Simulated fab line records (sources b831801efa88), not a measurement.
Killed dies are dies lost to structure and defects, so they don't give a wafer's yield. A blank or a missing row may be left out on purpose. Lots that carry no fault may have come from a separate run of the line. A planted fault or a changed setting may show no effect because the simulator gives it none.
fab line records -- flow sky130 -- part 1 of 2: steps 1 to 25 of 34
[record] lots = 5, wafers = 15, last_day = 50
route steps=708 shown VT_ADJUST_LVTN@101 VT_ADJUST_NCORE@119 VT_ADJUST_HVTR@131
lots with no fault: from the same line, run without faults
start_h: start of the lot's first displayed wafer, in hours after the record's first day -- wait_h: hours elapsed since this lot's preceding step -- " repeats the value in the row above -- L1.1+2: a single row standing in for several wafers -- - no value, or no start was given -- * or withheld: withheld -- < > ~ a bound
route shown NAME@n: a module of which the file shows steps, and the number in the route of the first -- usual: mean/standard deviation taken from wafers without a fault -- same: alike in all rows -- chamber/n: place in a boat -- sites: the reading at each site -- _std_site: their standard deviation -- _edge_site: the outer-site mean with the inner-site mean subtracted -- radius_mm: how far each site lies from the wafer's centre -- mask NAME#n: copy n -- behind: the last tool/chamber to shape the wafer -- hold: what put the lot on hold/how long, in hours/how the hold closed -- device: which transistor (n, p or np) failed to switch -- end of line: tests run on the same wafers once the route is complete -- step lacking rows: just its recipe -- killed: count of dies lost to structure and defects at first sort (not the wafer's yield) -- map: the dies of a wafer, with x for killed, . for not killed, _ for no die there
set.NAME: the run value of the setting; set.NAME@STEP: its run value at that earlier step -- model.NAME: the simulator's own value behind a step, which no gauge read
lots at selected steps of the route; one table per step, one row per wafer
services: from which hour (start_h, from the record's first day; less than 0 if before it) a tool's chamber was out of use, for how many hours, and why
[[steps]]
[step SKY_VT_ADJUST_LVTN_EXPOSE_04]
[recipe] mask_id = NWM_COMPLEMENT_LESS_NATIVE, na = 0.6, source_shape = conventional, sigma_outer = 0.6, polarization = unpolarized, target_cd_nm = 840, dose_mj = 194
[same] na = 0.6, sigma_outer = 0.6
lot.wafer,tool,chamber,start_h,wait_h,mask
L074.1+2+6,iline_stepper-02,0,-,-,NWM_COMPLEMENT_LESS_NATIVE#0
L084.2+3+5,iline_stepper-02,0,-,-,NWM_COMPLEMENT_LESS_NATIVE#0
L086.1+2+3,iline_stepper-01,0,-,-,NWM_COMPLEMENT_LESS_NATIVE#0
L091.3+5+6,iline_stepper-02,0,-,-,NWM_COMPLEMENT_LESS_NATIVE#0
L096.3+4+6,iline_stepper-01,0,-,-,NWM_COMPLEMENT_LESS_NATIVE#0
[step SKY_VT_ADJUST_LVTN_PEB_05]
[recipe] temp_c = 115, time_s = withheld
[usual] chill_plate_temp_C = 23.02/0.094
lot.wafer,tool,chamber,start_h,wait_h,chill_plate_temp_C
L074.1,litho_track-02,0,-,-,22.93
L074.2,litho_track-02,0,-,-,23.03
L074.6,litho_track-02,0,-,-,22.94
L084.2,litho_track-01,0,-,-,23.08
L084.3,litho_track-01,0,-,-,23.03
L084.5,litho_track-01,0,-,-,23.08
L086.1,litho_track-01,0,-,-,23.05
L086.2,litho_track-01,0,-,-,22.99
L086.3,litho_track-01,0,-,-,23.08
L091.3,litho_track-01,0,-,-,23.01
L091.5,litho_track-01,0,-,-,22.87
L091.6,litho_track-01,0,-,-,22.92
L096.3,litho_track-01,0,-,-,22.91
L096.4,litho_track-01,0,-,-,23.05
L096.6,litho_track-01,0,-,-,23.06
[step SKY_VT_ADJUST_LVTN_DEVELOP_06]
[recipe] wall_angle_deg = 90, developer = TMAH, develop_time_s = 60, dev_temp_c = 23
[usual] chill_plate_temp_C = 23.00/0.1
lot.wafer,tool,chamber,start_h,wait_h,chill_plate_temp_C
L074.1,litho_track-02,0,-,-,23.01
L074.2,litho_track-02,0,-,-,23.01
L074.6,litho_track-02,0,-,-,23.07
L084.2,litho_track-01,0,-,-,23.09
L084.3,litho_track-01,0,-,-,23.00
L084.5,litho_track-01,0,-,-,22.94
L086.1,litho_track-01,0,-,-,23.03
L086.2,litho_track-01,0,-,-,23.05
L086.3,litho_track-01,0,-,-,22.80
L091.3,litho_track-01,0,-,-,22.94
L091.5,litho_track-01,0,-,-,22.96
L091.6,litho_track-01,0,-,-,22.97
L096.3,litho_track-01,0,-,-,23.13
L096.4,litho_track-01,0,-,-,23.12
L096.6,litho_track-01,0,-,-,23.02
[step SKY_VT_ADJUST_LVTN_OVL_MEAS_07]
[usual] VT_ADJUST_LVTN_OVL = -0.2/1.5
lot.wafer,tool,chamber,start_h,wait_h,VT_ADJUST_LVTN_OVL[nm]
L074.1,overlay-02,-,141.10,-,-2.3
L074.2,overlay-02,-,141.10,-,-1.8
L074.6,overlay-02,-,141.10,-,-3.3
L084.2,overlay-01,-,206.54,-,0.9
L084.3,overlay-01,-,206.54,-,-1.1
L084.5,overlay-01,-,206.54,-,0.2
L086.1,overlay-02,-,223.04,-,-0.6
L086.2,overlay-02,-,223.04,-,-1.8
L086.3,overlay-02,-,223.04,-,-1.4
L091.3,overlay-02,-,263.65,-,-1.3
L091.5,overlay-02,-,263.65,-,-1.1
L091.6,overlay-02,-,263.65,-,0.7
L096.3,overlay-01,-,284.20,-,-0.9
L096.4,overlay-01,-,284.20,-,-0.8
L096.6,overlay-01,-,284.20,-,0.9
[step SKY_VT_ADJUST_LVTN_IMPLANT_08]
[recipe] species = B, energy_kev = 30, dose_cm2 = 1.57e+12, tilt_deg = withheld
[usual] beam_energy_keV = 30.000/0.0083, beam_on_s = 10.02/0.19
lot.wafer,tool,chamber,start_h,wait_h,beam_energy_keV,beam_on_s
L074.1,implanter-01,0,141.13,0.0,30.000,10.01
L074.2,implanter-01,0,141.13,0.0,30.003,10.08
L074.6,implanter-01,0,141.13,0.0,30.007,10.15
L084.2,implanter-03,0,206.60,0.0,29.991,9.89
L084.3,implanter-03,0,206.60,0.0,29.993,10.34
L084.5,implanter-03,0,206.60,0.0,29.996,9.68
L086.1,implanter-03,0,223.07,0.0,29.997,9.97
L086.2,implanter-03,0,223.07,0.0,30.008,9.87
L086.3,implanter-03,0,223.07,0.0,30.011,9.68
L091.3,implanter-03,0,263.72,0.1,30.000,10.28
L091.5,implanter-03,0,263.72,0.1,30.004,10.17
L091.6,implanter-03,0,263.72,0.1,30.012,10.07
L096.3,implanter-03,0,284.27,0.1,30.018,10.10
L096.4,implanter-03,0,284.27,0.1,30.016,10.29
L096.6,implanter-03,0,284.27,0.1,30.013,10.09
[step SKY_VT_ADJUST_LVTN_STRIP_09]
[recipe] chemistry = O2/N2, power_w = 1400, pressure_mtorr = 1500, platen_temp_c = withheld, o2_flow_sccm = 3000, n2_flow_sccm = 300, overash_fraction = 0.5
[usual] drypump_motor_current_A = 5.5/0.53, oes_product_au = 0.722/0.0044, strip_time_to_endpoint_s = 36.88/0.11
lot.wafer,tool,chamber,start_h,wait_h,drypump_motor_current_A,oes_product_au,rf_hours_counter_h,strip_time_to_endpoint_s
L074.1,plasma_asher-04,0,141.28,0.1,6.4,0.722,46,36.99
L074.2,plasma_asher-04,1,141.28,0.1,4.9,0.734,46,37.00
L074.6,plasma_asher-04,1,141.28,0.1,4.9,0.722,-,36.93
L084.2,plasma_asher-02,0,206.72,0.1,5.2,0.723,48,36.78
L084.3,plasma_asher-02,0,206.72,0.1,5.2,0.724,-,36.85
L084.5,plasma_asher-02,1,206.72,0.1,5.0,0.720,-,36.87
L086.1,plasma_asher-02,0,223.22,0.1,5.2,0.715,49,36.87
L086.2,plasma_asher-02,1,223.22,0.1,4.9,0.727,49,37.09
L086.3,plasma_asher-02,0,223.22,0.1,5.2,0.720,-,37.03
L091.3,plasma_asher-04,0,263.86,0.1,6.3,0.726,-,37.02
L091.5,plasma_asher-04,1,263.86,0.1,4.8,0.722,-,37.04
L091.6,plasma_asher-04,0,263.86,0.1,6.4,0.723,-,37.04
L096.3,plasma_asher-02,0,284.41,0.1,5.2,0.713,-,36.94
L096.4,plasma_asher-02,1,284.41,0.1,5.0,0.717,-,36.79
L096.6,plasma_asher-02,0,284.41,0.1,5.2,0.720,-,36.80
[step SKY_VT_ADJUST_LVTN_TW_MEAS_10]
[usual] VT_ADJUST_LVTN_TW = 243.9/2.2
lot.wafer,tool,chamber,start_h,wait_h,VT_ADJUST_LVTN_TW
L074.1,film_metro-04,-,141.38,0.1,246.2
L074.2,film_metro-04,-,141.38,0.1,247.3
L074.6,film_metro-04,-,141.38,0.1,248.3
L084.2,film_metro-04,-,206.83,0.1,244.3
L084.3,film_metro-04,-,206.83,0.1,245.0
L084.5,film_metro-04,-,206.83,0.1,244.6
L086.1,film_metro-04,-,223.32,0.1,246.6
L086.2,film_metro-04,-,223.32,0.1,246.4
L086.3,film_metro-04,-,223.32,0.1,245.9
L091.3,film_metro-01,-,263.94,0.1,243.2
L091.5,film_metro-01,-,263.94,0.1,243.1
L091.6,film_metro-01,-,263.94,0.1,242.4
L096.3,film_metro-04,-,284.49,0.1,246.5
L096.4,film_metro-04,-,284.49,0.1,246.0
L096.6,film_metro-04,-,284.49,0.1,245.0
[step SKY_VT_ADJUST_LVTN_DEHYDRATE_11]
[recipe] temp_c = 200, time_s = 60
[usual] chill_plate_temp_C = 22.97/0.092
lot.wafer,tool,chamber,start_h,wait_h,chill_plate_temp_C
L074.1,litho_track-02,0,150.25,8.9,23.01
L074.2,litho_track-02,0,150.25,8.9,22.82
L074.6,litho_track-02,0,150.25,8.9,22.93
L084.2,litho_track-01,0,217.96,11.1,22.86
L084.3,litho_track-01,0,217.96,11.1,23.05
L084.5,litho_track-01,0,217.96,11.1,23.10
L086.1,litho_track-01,0,233.44,10.1,22.94
L086.2,litho_track-01,0,233.44,10.1,22.94
L086.3,litho_track-01,0,233.44,10.1,22.99
L091.3,litho_track-01,0,275.79,11.8,22.89
L091.5,litho_track-01,0,275.79,11.8,22.96
L091.6,litho_track-01,0,275.79,11.8,22.85
L096.3,litho_track-01,0,296.34,11.8,23.02
L096.4,litho_track-01,0,296.34,11.8,23.03
L096.6,litho_track-01,0,296.34,11.8,23.08
[step SKY_VT_ADJUST_LVTN_HMDS_12]
[recipe] prime_time_s = 60, prime_temp_c = 120
[usual] chill_plate_temp_C = 23.02/0.11
[same] prime_time_s = 60
lot.wafer,tool,chamber,start_h,wait_h,chill_plate_temp_C
L074.1,litho_track-02,0,150.40,0.1,23.13
L074.2,litho_track-02,0,150.40,0.1,23.00
L074.6,litho_track-02,0,150.40,0.1,23.06
L084.2,litho_track-01,0,218.11,0.1,23.05
L084.3,litho_track-01,0,218.11,0.1,23.06
L084.5,litho_track-01,0,218.11,0.1,23.13
L086.1,litho_track-01,0,233.59,0.1,23.13
L086.2,litho_track-01,0,233.59,0.1,23.11
L086.3,litho_track-01,0,233.59,0.1,23.26
L091.3,litho_track-01,0,275.94,0.1,22.78
L091.5,litho_track-01,0,275.94,0.1,22.96
L091.6,litho_track-01,0,275.94,0.1,23.02
L096.3,litho_track-01,0,296.49,0.1,22.95
L096.4,litho_track-01,0,296.49,0.1,22.85
L096.6,litho_track-01,0,296.49,0.1,22.97
[step SKY_VT_ADJUST_LVTN_COAT_13]
[recipe] resist = NOVOLAK, spin_rpm = 3000, resist_thk_nm = 1140
[usual] chill_plate_temp_C = 23.00/0.11, dispense_pressure_kPa = 48/4.4
lot.wafer,tool,chamber,start_h,wait_h,chill_plate_temp_C,dispense_pressure_kPa
L074.1,litho_track-02,0,150.55,0.1,22.99,51
L074.2,litho_track-02,0,150.55,0.1,22.84,51
L074.6,litho_track-02,0,150.55,0.1,22.96,51
L084.2,litho_track-01,0,218.26,0.1,23.10,43
L084.3,litho_track-01,0,218.26,0.1,23.04,43
L084.5,litho_track-01,0,218.26,0.1,23.08,43
L086.1,litho_track-01,0,233.74,0.1,22.93,43
L086.2,litho_track-01,0,233.74,0.1,22.99,43
L086.3,litho_track-01,0,233.74,0.1,22.96,43
L091.3,litho_track-01,0,276.09,0.1,22.98,43
L091.5,litho_track-01,0,276.09,0.1,22.98,43
L091.6,litho_track-01,0,276.09,0.1,23.09,43
L096.3,litho_track-01,0,296.64,0.1,22.93,43
L096.4,litho_track-01,0,296.64,0.1,22.98,43
L096.6,litho_track-01,0,296.64,0.1,23.04,43
[step SKY_VT_ADJUST_LVTN_SOFTBAKE_14]
[recipe] temp_c = 90, time_s = 60, resist = NOVOLAK
[usual] chill_plate_temp_C = 23.00/0.11
lot.wafer,tool,chamber,start_h,wait_h,chill_plate_temp_C
L074.1,litho_track-02,0,150.70,0.1,22.98
L074.2,litho_track-02,0,150.70,0.1,22.99
L074.6,litho_track-02,0,150.70,0.1,23.01
L084.2,litho_track-01,0,218.41,0.1,22.98
L084.3,litho_track-01,0,218.41,0.1,23.10
L084.5,litho_track-01,0,218.41,0.1,22.96
L086.1,litho_track-01,0,233.89,0.1,22.97
L086.2,litho_track-01,0,233.89,0.1,23.12
L086.3,litho_track-01,0,233.89,0.1,22.93
L091.3,litho_track-01,0,276.24,0.1,22.97
L091.5,litho_track-01,0,276.24,0.1,23.03
L091.6,litho_track-01,0,276.24,0.1,22.98
L096.3,litho_track-01,0,296.79,0.1,23.17
L096.4,litho_track-01,0,296.79,0.1,23.04
L096.6,litho_track-01,0,296.79,0.1,23.02
[step SKY_VT_ADJUST_LVTN_EXPOSE_15]
[recipe] mask_id = HVN_STD_DERIVED, na = 0.6, source_shape = conventional, sigma_outer = 0.6, polarization = unpolarized, target_cd_nm = 600, dose_mj = 163
[same] na = 0.6, sigma_outer = 0.6
lot.wafer,tool,chamber,start_h,wait_h,mask
L074.1+2+6,iline_stepper-02,0,-,-,HVN_STD_DERIVED#0
L084.2+3+5,iline_stepper-02,0,-,-,HVN_STD_DERIVED#0
L086.1+2+3,iline_stepper-01,0,-,-,HVN_STD_DERIVED#0
L091.3+5+6,iline_stepper-01,0,-,-,HVN_STD_DERIVED#0
L096.3+4+6,iline_stepper-02,0,-,-,HVN_STD_DERIVED#0
[step SKY_VT_ADJUST_LVTN_PEB_16]
[recipe] temp_c = withheld, time_s = *, resist = NOVOLAK
[usual] chill_plate_temp_C = *
lot.wafer,tool,chamber,start_h,wait_h,chill_plate_temp_C
L074.1,litho_track-02,0,-,-,*
L074.2,litho_track-02,0,-,-,*
L074.6,litho_track-02,0,-,-,*
L084.2,litho_track-02,0,-,-,*
L084.3,litho_track-02,0,-,-,*
L084.5,litho_track-02,0,-,-,*
L086.1,litho_track-04,0,-,-,*
L086.2,litho_track-04,0,-,-,*
L086.3,litho_track-04,0,-,-,*
L091.3,litho_track-02,0,-,-,*
L091.5,litho_track-02,0,-,-,*
L091.6,litho_track-02,0,-,-,*
L096.3,litho_track-01,0,-,-,*
L096.4,litho_track-01,0,-,-,*
L096.6,litho_track-01,0,-,-,*
[step SKY_VT_ADJUST_LVTN_DEVELOP_17]
[recipe] resist = NOVOLAK, developer = TMAH, develop_time_s = 60, dev_temp_c = 23
[usual] chill_plate_temp_C = 23.01/0.11
lot.wafer,tool,chamber,start_h,wait_h,chill_plate_temp_C
L074.1,litho_track-02,0,160.60,0.1,23.07
L074.2,litho_track-02,0,160.60,0.1,23.15
L074.6,litho_track-02,0,160.60,0.1,23.06
L084.2,litho_track-02,0,229.27,0.1,23.20
L084.3,litho_track-02,0,229.27,0.1,23.01
L084.5,litho_track-02,0,229.27,0.1,23.10
L086.1,litho_track-04,0,245.30,0.1,23.20
L086.2,litho_track-04,0,245.30,0.1,23.33
L086.3,litho_track-04,0,245.30,0.1,23.18
L091.3,litho_track-02,0,288.34,0.1,23.11
L091.5,litho_track-02,0,288.34,0.1,23.24
L091.6,litho_track-02,0,288.34,0.1,22.83
L096.3,litho_track-01,0,309.34,0.1,22.92
L096.4,litho_track-01,0,309.34,0.1,22.78
L096.6,litho_track-01,0,309.34,0.1,22.83
[step SKY_VT_ADJUST_LVTN_OVL_MEAS_18]
[usual] VT_ADJUST_LVTN_01_OVL = -1.0/1.3
lot.wafer,tool,chamber,start_h,wait_h,VT_ADJUST_LVTN_01_OVL[nm]
L074.1,overlay-01,-,160.75,0.1,0.0
L074.2,overlay-01,-,160.75,0.1,1.7
L074.6,overlay-01,-,160.75,0.1,0.6
L084.2,overlay-01,-,229.40,0.1,-3.1
L084.3,overlay-01,-,229.40,0.1,-3.2
L084.5,overlay-01,-,229.40,0.1,-1.1
L086.1,overlay-01,-,245.45,0.1,-0.5
L086.2,overlay-01,-,245.45,0.1,-2.0
L086.3,overlay-01,-,245.45,0.1,-0.8
L091.3,overlay-01,-,288.46,0.1,-2.0
L091.5,overlay-01,-,288.46,0.1,-2.4
L091.6,overlay-01,-,288.46,0.1,-2.8
L096.3,overlay-01,-,309.45,0.1,-0.9
L096.4,overlay-01,-,309.45,0.1,-2.0
L096.6,overlay-01,-,309.45,0.1,-2.3
[step SKY_VT_ADJUST_LVTN_IMPLANT_19]
[recipe] species = B, energy_kev = 30, dose_cm2 = 6.5e+11, tilt_deg = withheld
[usual] beam_energy_keV = 30.000/0.0089, beam_on_s = 9.99/0.2
lot.wafer,tool,chamber,start_h,wait_h,beam_energy_keV,beam_on_s
L074.1,implanter-03,0,160.78,0.0,29.992,9.82
L074.2,implanter-03,0,160.78,0.0,30.022,10.41
L074.6,implanter-03,0,160.78,0.0,30.006,9.80
L084.2,implanter-01,0,229.46,0.0,30.005,10.18
L084.3,implanter-01,0,229.46,0.0,29.993,9.87
L084.5,implanter-01,0,229.46,0.0,29.977,10.09
L086.1,implanter-01,0,245.49,0.0,29.993,9.77
L086.2,implanter-01,0,245.49,0.0,29.997,10.06
L086.3,implanter-01,0,245.49,0.0,30.006,10.22
L091.3,implanter-01,0,288.53,0.1,29.992,9.93
L091.5,implanter-01,0,288.53,0.1,29.996,10.03
L091.6,implanter-01,0,288.53,0.1,29.998,9.92
L096.3,implanter-01,0,309.52,0.1,29.999,9.93
L096.4,implanter-01,0,309.52,0.1,30.004,10.07
L096.6,implanter-01,0,309.52,0.1,29.993,10.09
[step SKY_VT_ADJUST_LVTN_STRIP_20]
[recipe] chemistry = O2/N2, power_w = 1400, pressure_mtorr = 1500, platen_temp_c = withheld, o2_flow_sccm = 3000, n2_flow_sccm = 300, overash_fraction = 0.5
[usual] drypump_motor_current_A = 5.5/0.54, oes_product_au = 0.716/0.0048, strip_time_to_endpoint_s = 14.18/0.043
lot.wafer,tool,chamber,start_h,wait_h,drypump_motor_current_A,oes_product_au,rf_hours_counter_h,strip_time_to_endpoint_s
L074.1,plasma_asher-01,0,160.93,0.1,5.8,0.717,4,14.15
L074.2,plasma_asher-01,1,160.93,0.1,5.6,0.723,4,14.22
L074.6,plasma_asher-01,1,160.93,0.1,5.6,0.708,-,14.18
L084.2,plasma_asher-04,0,229.58,0.1,6.3,0.714,55,14.15
L084.3,plasma_asher-04,0,229.58,0.1,6.3,0.716,-,14.14
L084.5,plasma_asher-04,1,229.58,0.1,4.8,0.717,-,14.19
L086.1,plasma_asher-02,1,245.64,0.1,4.9,0.719,52,14.19
L086.2,plasma_asher-02,0,245.64,0.1,5.2,0.708,52,14.21
L086.3,plasma_asher-02,1,245.64,0.1,4.9,0.721,-,14.19
L091.3,plasma_asher-04,0,288.66,0.1,6.4,0.720,-,14.19
L091.5,plasma_asher-04,0,288.66,0.1,6.4,0.716,-,14.17
L091.6,plasma_asher-04,1,288.66,0.1,4.8,0.721,-,14.14
L096.3,plasma_asher-01,1,309.66,0.1,5.7,0.712,-,14.13
L096.4,plasma_asher-01,0,309.66,0.1,5.8,0.710,-,14.16
L096.6,plasma_asher-01,0,309.66,0.1,5.8,0.714,-,14.19
[step SKY_VT_ADJUST_LVTN_TW_MEAS_21]
[usual] VT_ADJUST_LVTN_2_TW = 189.2/1.7
lot.wafer,tool,chamber,start_h,wait_h,VT_ADJUST_LVTN_2_TW
L074.1,film_metro-02,-,161.03,0.1,186.8
L074.2,film_metro-02,-,161.03,0.1,186.2
L074.6,film_metro-02,-,161.03,0.1,187.6
L084.2,film_metro-04,-,229.69,0.1,192.7
L084.3,film_metro-04,-,229.69,0.1,192.4
L084.5,film_metro-04,-,229.69,0.1,192.5
L086.1,film_metro-01,-,245.74,0.1,187.9
L086.2,film_metro-01,-,245.74,0.1,189.4
L086.3,film_metro-01,-,245.74,0.1,188.7
L091.3,film_metro-04,-,288.75,0.1,191.4
L091.5,film_metro-04,-,288.75,0.1,191.3
L091.6,film_metro-04,-,288.75,0.1,191.1
L096.3,film_metro-04,-,309.74,0.1,191.5
L096.4,film_metro-04,-,309.74,0.1,190.5
L096.6,film_metro-04,-,309.74,0.1,191.0
[step SKY_VT_ADJUST_NCORE_DEHYDRATE_00]
[recipe] temp_c = 200, time_s = 60
[usual] chill_plate_temp_C = 23.03/0.11
lot.wafer,tool,chamber,start_h,wait_h,chill_plate_temp_C
L074.1,litho_track-03,0,169.82,8.8,23.08
L074.2,litho_track-03,0,169.82,8.8,23.07
L074.6,litho_track-03,0,169.82,8.8,23.20
L084.2,litho_track-03,0,240.59,10.9,23.17
L084.3,litho_track-03,0,240.59,10.9,23.04
L084.5,litho_track-03,0,240.59,10.9,23.15
L086.1,litho_track-01,0,257.34,11.6,23.17
L086.2,litho_track-01,0,257.34,11.6,23.19
L086.3,litho_track-01,0,257.34,11.6,23.13
L091.3,litho_track-01,0,300.69,11.9,22.88
L091.5,litho_track-01,0,300.69,11.9,22.82
L091.6,litho_track-01,0,300.69,11.9,22.95
L096.3,litho_track-03,0,321.67,11.9,23.08
L096.4,litho_track-03,0,321.67,11.9,23.17
L096.6,litho_track-03,0,321.67,11.9,23.01
[step SKY_VT_ADJUST_NCORE_HMDS_01]
[recipe] prime_time_s = 60, prime_temp_c = 120
[usual] chill_plate_temp_C = 22.99/0.12
[same] prime_time_s = 60
lot.wafer,tool,chamber,start_h,wait_h,chill_plate_temp_C
L074.1,litho_track-03,0,169.97,0.1,23.07
L074.2,litho_track-03,0,169.97,0.1,23.08
L074.6,litho_track-03,0,169.97,0.1,23.13
L084.2,litho_track-03,0,240.74,0.1,23.18
L084.3,litho_track-03,0,240.74,0.1,22.97
L084.5,litho_track-03,0,240.74,0.1,23.02
L086.1,litho_track-01,0,257.49,0.1,23.08
L086.2,litho_track-01,0,257.49,0.1,23.10
L086.3,litho_track-01,0,257.49,0.1,23.08
L091.3,litho_track-01,0,300.84,0.1,22.94
L091.5,litho_track-01,0,300.84,0.1,22.95
L091.6,litho_track-01,0,300.84,0.1,22.84
L096.3,litho_track-03,0,321.82,0.1,22.90
L096.4,litho_track-03,0,321.82,0.1,23.08
L096.6,litho_track-03,0,321.82,0.1,22.86
[step SKY_VT_ADJUST_NCORE_COAT_02]
[recipe] resist = NOVOLAK, spin_rpm = 3000, resist_thk_nm = 1140
[usual] chill_plate_temp_C = 22.98/0.099, dispense_pressure_kPa = 48/4
lot.wafer,tool,chamber,start_h,wait_h,chill_plate_temp_C,dispense_pressure_kPa
L074.1,litho_track-03,0,170.12,0.1,22.90,51
L074.2,litho_track-03,0,170.12,0.1,22.80,51
L074.6,litho_track-03,0,170.12,0.1,22.90,51
L084.2,litho_track-03,0,240.89,0.1,22.97,51
L084.3,litho_track-03,0,240.89,0.1,23.24,51
L084.5,litho_track-03,0,240.89,0.1,23.07,51
L086.1,litho_track-01,0,257.64,0.1,23.03,43
L086.2,litho_track-01,0,257.64,0.1,22.96,43
L086.3,litho_track-01,0,257.64,0.1,22.95,43
L091.3,litho_track-01,0,300.99,0.1,23.06,43
L091.5,litho_track-01,0,300.99,0.1,23.00,43
L091.6,litho_track-01,0,300.99,0.1,22.87,43
L096.3,litho_track-03,0,321.97,0.1,22.93,51
L096.4,litho_track-03,0,321.97,0.1,23.05,51
L096.6,litho_track-03,0,321.97,0.1,23.08,51
[step SKY_VT_ADJUST_NCORE_SOFTBAKE_03]
[recipe] temp_c = 90, time_s = 60, resist = NOVOLAK
[usual] chill_plate_temp_C = 23.02/0.11
lot.wafer,tool,chamber,start_h,wait_h,chill_plate_temp_C
L074.1,litho_track-03,0,170.27,0.1,23.18
L074.2,litho_track-03,0,170.27,0.1,23.10
L074.6,litho_track-03,0,170.27,0.1,23.08
L084.2,litho_track-03,0,241.04,0.1,23.04
L084.3,litho_track-03,0,241.04,0.1,23.15
L084.5,litho_track-03,0,241.04,0.1,22.92
L086.1,litho_track-01,0,257.79,0.1,22.84
L086.2,litho_track-01,0,257.79,0.1,23.14
L086.3,litho_track-01,0,257.79,0.1,23.10
L091.3,litho_track-01,0,301.14,0.1,23.28
L091.5,litho_track-01,0,301.14,0.1,23.23
L091.6,litho_track-01,0,301.14,0.1,23.03
L096.3,litho_track-03,0,322.12,0.1,22.81
L096.4,litho_track-03,0,322.12,0.1,23.05
L096.6,litho_track-03,0,322.12,0.1,22.83
[step SKY_VT_ADJUST_NCORE_EXPOSE_04]
[recipe] mask_id = LVTN_COMPLEMENT_THIN, na = 0.6, source_shape = conventional, sigma_outer = 0.6, polarization = unpolarized, target_cd_nm = 380, dose_mj = 139
[same] na = 0.6, sigma_outer = 0.6
lot.wafer,tool,chamber,start_h,wait_h,mask
L074.1+2+6,iline_stepper-02,0,-,-,LVTN_COMPLEMENT_THIN#0
L084.2+3+5,iline_stepper-02,0,-,-,LVTN_COMPLEMENT_THIN#0
L086.1+2+3,iline_stepper-02,0,-,-,LVTN_COMPLEMENT_THIN#0
L091.3+5+6,iline_stepper-02,0,-,-,LVTN_COMPLEMENT_THIN#0
L096.3+4+6,iline_stepper-02,0,-,-,LVTN_COMPLEMENT_THIN#0
[step SKY_VT_ADJUST_NCORE_PEB_05]
[recipe] temp_c = withheld, time_s = *, resist = NOVOLAK
[usual] chill_plate_temp_C = *
lot.wafer,tool,chamber,start_h,wait_h,chill_plate_temp_C
L074.1,litho_track-02,0,-,-,*
L074.2,litho_track-02,0,-,-,*
L074.6,litho_track-02,0,-,-,*
L084.2,litho_track-01,0,-,-,*
L084.3,litho_track-01,0,-,-,*
L084.5,litho_track-01,0,-,-,*
L086.1,litho_track-02,0,-,-,*
L086.2,litho_track-02,0,-,-,*
L086.3,litho_track-02,0,-,-,*
L091.3,litho_track-02,0,-,-,*
L091.5,litho_track-02,0,-,-,*
L091.6,litho_track-02,0,-,-,*
L096.3,litho_track-01,0,-,-,*
L096.4,litho_track-01,0,-,-,*
L096.6,litho_track-01,0,-,-,*
[step SKY_VT_ADJUST_NCORE_DEVELOP_06]
[recipe] resist = NOVOLAK, developer = TMAH, develop_time_s = 60, dev_temp_c = 23
[usual] chill_plate_temp_C = 23.00/0.1
lot.wafer,tool,chamber,start_h,wait_h,chill_plate_temp_C
L074.1,litho_track-02,0,181.15,0.1,22.99
L074.2,litho_track-02,0,181.15,0.1,22.97
L074.6,litho_track-02,0,181.15,0.1,22.88
L084.2,litho_track-01,0,252.61,0.1,23.00
L084.3,litho_track-01,0,252.61,0.1,22.94
L084.5,litho_track-01,0,252.61,0.1,22.98
L086.1,litho_track-02,0,269.99,0.1,22.81
L086.2,litho_track-02,0,269.99,0.1,22.86
L086.3,litho_track-02,0,269.99,0.1,22.98
L091.3,litho_track-02,0,313.94,0.1,23.12
L091.5,litho_track-02,0,313.94,0.1,23.10
L091.6,litho_track-02,0,313.94,0.1,23.04
L096.3,litho_track-01,0,335.54,0.1,22.97
L096.4,litho_track-01,0,335.54,0.1,22.77
L096.6,litho_track-01,0,335.54,0.1,22.95
